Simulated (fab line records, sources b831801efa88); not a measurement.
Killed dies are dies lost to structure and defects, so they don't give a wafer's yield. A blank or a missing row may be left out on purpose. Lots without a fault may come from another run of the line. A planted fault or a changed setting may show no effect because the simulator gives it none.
Chamber matching | flow gf180mcu | GF_V2_CMP_26 on cmp-02: 4 sister chambers
The step polishes, stops on SiO2, t overpolish 15 s, target thk 0 nm. 20 wafers are shown with their chamber, then 10 later ones without.

WAFERS WITH THEIR CHAMBER
wafer  | chamber | motor_current_A (A) | overpolish_run_s (s) | time_to_endpoint_s (s)
L074.1 | 3       | 11.6                | 14.995               | 87
L074.3 | 0       | 11.4                | 14.987               | 85
L074.6 | 0       | 11.9                | 14.989               | 83
L076.1 | 3       | 11.0                | 15.015               | 82
L076.3 | 0       | 12.5                | 14.999               | 84
L076.6 | 1       | 9.4                 | 15.005               | 83
L077.1 | 2       | 13.2                | 14.986               | 80
L077.2 | 0       | 12.5                | 15.013               | 78
L077.3 | 1       | 10.2                | 14.990               | 83
L077.4 | 3       | 10.8                | 15.002               | 82
L077.5 | 0       | 12.1                | 14.993               | 80
L077.6 | 3       | 10.8                | 15.005               | 77
L081.3 | 3       | 10.8                | 14.999               | 84
L081.4 | 1       | 9.8                 | 15.003               | 86
L081.5 | 0       | 12.4                | 15.003               | 86
L087.1 | 2       | 12.7                | 14.998               | 84
L087.3 | 1       | 9.8                 | 14.990               | 83
L087.6 | 3       | 11.3                | 15.012               | 85
L089.4 | 1       | 9.6                 | 14.993               | 83
L089.5 | 3       | 11.1                | 14.988               | 85

SIGNATURES (means of the wafers above)
reading            | chamber 0 | chamber 1 | chamber 2 | chamber 3 | scatter within a chamber
motor_current_A    | 12.133    | 9.760     | 12.950    | 11.057    | 0.351
overpolish_run_s   | 14.99733  | 14.99620  | 14.99200  | 15.00229  | 0.00898
time_to_endpoint_s | 82.67     | 83.60     | 82.00     | 83.14     | 2.8
Rule: a wafer's distance from a chamber is the root of the sum, over the readings, of the square of ((its reading less the chamber's mean) divided by the reading's scatter). The wafer belongs to the nearest chamber; if the next one is less than 2 further off, it can't be placed. The scatter: the root of (the sum of the squares of (reading less its chamber's mean) over the shown wafers, divided by (wafers less chambers)).

WAFERS WITHOUT THEIR CHAMBER
wafer  | motor_current_A (A) | overpolish_run_s (s) | time_to_endpoint_s (s)
L089.6 | 13.4                | 15.002               | 80
L094.1 | 13.8                | 14.994               | 76
L094.2 | 11.9                | 14.995               | 79
L094.4 | 9.8                 | 14.996               | 78
L095.1 | 11.1                | 15.007               | 77
L095.2 | 12.0                | 15.011               | 81
L095.3 | 13.8                | 15.003               | 75
L096.2 | 10.6                | 14.991               | 78
L096.4 | 13.3                | 14.990               | 78
L096.6 | 13.7                | 15.000               | 77

WHICH CHAMBER EACH WENT THROUGH
wafer  | from the rows above          | in truth
L089.6 | can't be placed: 2 or 0      | 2
L094.1 | 2                            | 2
L094.2 | can't be placed: 0 or 3 or 2 | 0
L094.4 | 1                            | 1
L095.1 | can't be placed: 3 or 0      | 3
L095.2 | can't be placed: 0 or 3 or 2 | 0
L095.3 | can't be placed: 2 or 0      | 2
L096.2 | can't be placed: 3 or 1      | 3
L096.4 | 2                            | 2
L096.6 | can't be placed: 2 or 0      | 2
Placed correctly: 3 of 10. Can't be placed from these rows: 7 (the true chamber is among the candidates in 7). Placed wrongly: 0.
